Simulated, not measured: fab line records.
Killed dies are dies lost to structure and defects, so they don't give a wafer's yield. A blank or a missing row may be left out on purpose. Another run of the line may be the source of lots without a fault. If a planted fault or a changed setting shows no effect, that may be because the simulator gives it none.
A lot that was struck, set against a sound lot || flow sky130 || 14 steps out of a route of 708
Sound: wafers L373.1, L373.4, L373.5. Wafers struck: L361.1, L361.2, L361.6. The cause is given at the end.
For every step that has rows: the tool of each side, followed by ch and its chambers, followed by its first start. Under that, the readings that differ: sound wafers || struck wafers || difference of the means || sigmas: that difference in standard deviations of wafers without a fault.
alike: same words and numbers on both sides, and readings whose means sit less than 2 such deviations apart. not compared: any withheld reading, any reading some wafer has no value for, any bound like >300 that may hide the same value, and any number with overlapping values for which the record gives no deviation.
The two part at a step that has a row with sigmas, a row that says differs or no value, or rows on one side only. When numbers do not overlap yet have no deviation, they are printed without sigmas and do not part them. A reading missing from all wafers of one side parts the sides only when that side holds two or more wafers.

SKY_CONTACT_OVL_MEAS_15:
  sound: overlay-02 at day 38 12:12; struck: overlay-02 at day 34 19:25
  alike: CONTACT_OVL
SKY_CONTACT_ETCH_16: etches BARC in N2/H2, stops on SiO2, time 45.9 s, target depth 60 nm.
  sound on rie_diel-02 ch 1,2,3, day 38 12:14; struck on rie_diel-01 ch 0,1, day 34 19:27
  alike: drypump_motor_current_A, oes_product_au, throttle_valve_pct
  not compared: rf_hours_counter_h
SKY_CONTACT_ETCH_17: etches SiO2 in C4F8/O2/Ar, stops on Si3N4, target depth 340 nm.
  sound on rie_diel-02 ch 1,2,3, day 38 12:17; struck on rie_diel-01 ch 0,1, day 34 19:30
  alike: oes_product_au
SKY_CONTACT_ETCH_18: etches Si3N4 in CHF3/O2, stops on TiN, time 39 s, target depth 75 nm.
  sound: rie_diel-02 ch 1,2,3; struck: rie_diel-01 ch 0,1
  alike: drypump_motor_current_A, oes_product_au, throttle_valve_pct
  not compared: rf_hours_counter_h
then, 4 steps without rows for these wafers: SKY_CONTACT_STRIP_19 (strips in O2/N2); SKY_CONTACT_STRIP_20 (strips in post etch residue remover, time 1200 s); SKY_CONTACT_CLEAN_21 (cleans in IPA, time 180 s); SKY_CONTACT_CLEAN_22 (cleans in O3/DIW).
SKY_CONTACT_SPUTTER_23: material TiN, target thk 20 nm, time 80 s.
  sound: pvd_sputter-03 at day 38 12:58; struck: pvd_sputter-02 at day 34 20:13
  alike: throttle_valve_pct
SKY_CONTACT_CVD_24: deposits W, target thk 340 nm, time 102.12 s.
  sound on cvd_w-01 ch 0,1, day 38 13:02; struck on cvd_w-02 ch 0,1, day 34 20:17
  alike: heater_power_w
SKY_CONTACT_RS_MEAS_25: the measuring method here is four-point-probe.
  sound: film_metro-04 at day 38 13:08; struck: film_metro-02 at day 34 20:24
  alike: CONTACT_W_RS
SKY_CONTACT_THK_MEAS_26: measures by xrf.
  sound: film_metro-04 at day 38 13:16; struck: film_metro-02 at day 34 20:31
  alike: CONTACT_W_THK
SKY_CONTACT_CMP_27: polishes, stops on SiO2, t overpolish 15 s, target thk 0 nm.
  sound on cmp-01 ch 2,3, day 38 13:19; struck on cmp-01 ch 0,2,3, day 34 20:38
  no value came back on the struck wafers for any of 5 readings (edge_zone_pressure_frac, head_pressure_psi (psi) and others); on the sound wafers edge_zone_pressure_frac reads 1.005 1.004 0.996
{"reading": "model.W_of_CONTACT_CVD_24.thk_nm (nm)", "sound": "0 0 0", "struck": "341.1 348.2 338.2", "difference": "+342.5", "sigmas": ""}
{"reading": "model.SiO2_of_CONTACT_HDPCVD_02.thk_nm (nm)", "sound": "337.7 338 337.5", "struck": "340.2 341.1 341.6", "difference": "+3.2", "sigmas": ""}
-- the record jumps here: 13 days lie between the struck wafers' starts before and after (it left off in module CONTACT and takes up again in module PAD_OPEN, whose first step shown is number 708 of the route) --
SKY_PAD_OPEN_PROBE_99:
  sound: prober-01 at day 50 16:27; struck: prober-01 at day 48 03:08
{"reading": "killed_at_contacts", "sound": "17 19 16", "struck": "426 412 427", "difference": "+404", "sigmas": "+78"}
{"reading": "killed_dies", "sound": "84 66 85", "struck": "492 492 492", "difference": "+414", "sigmas": "+44"}
{"reading": "killed_on_rim", "sound": "17 13 15", "struck": "96 96 96", "difference": "+81", "sigmas": "+19"}
  alike: killed_at_M0_to_M3, killed_at_M4_up, killed_at_front_end, killed_at_other, killed_open, killed_short

## WHERE THEY PART
Earliest at SKY_CONTACT_CMP_27; latest, in this record, at SKY_PAD_OPEN_PROBE_99.

WHY: whatever the simulator had introduced
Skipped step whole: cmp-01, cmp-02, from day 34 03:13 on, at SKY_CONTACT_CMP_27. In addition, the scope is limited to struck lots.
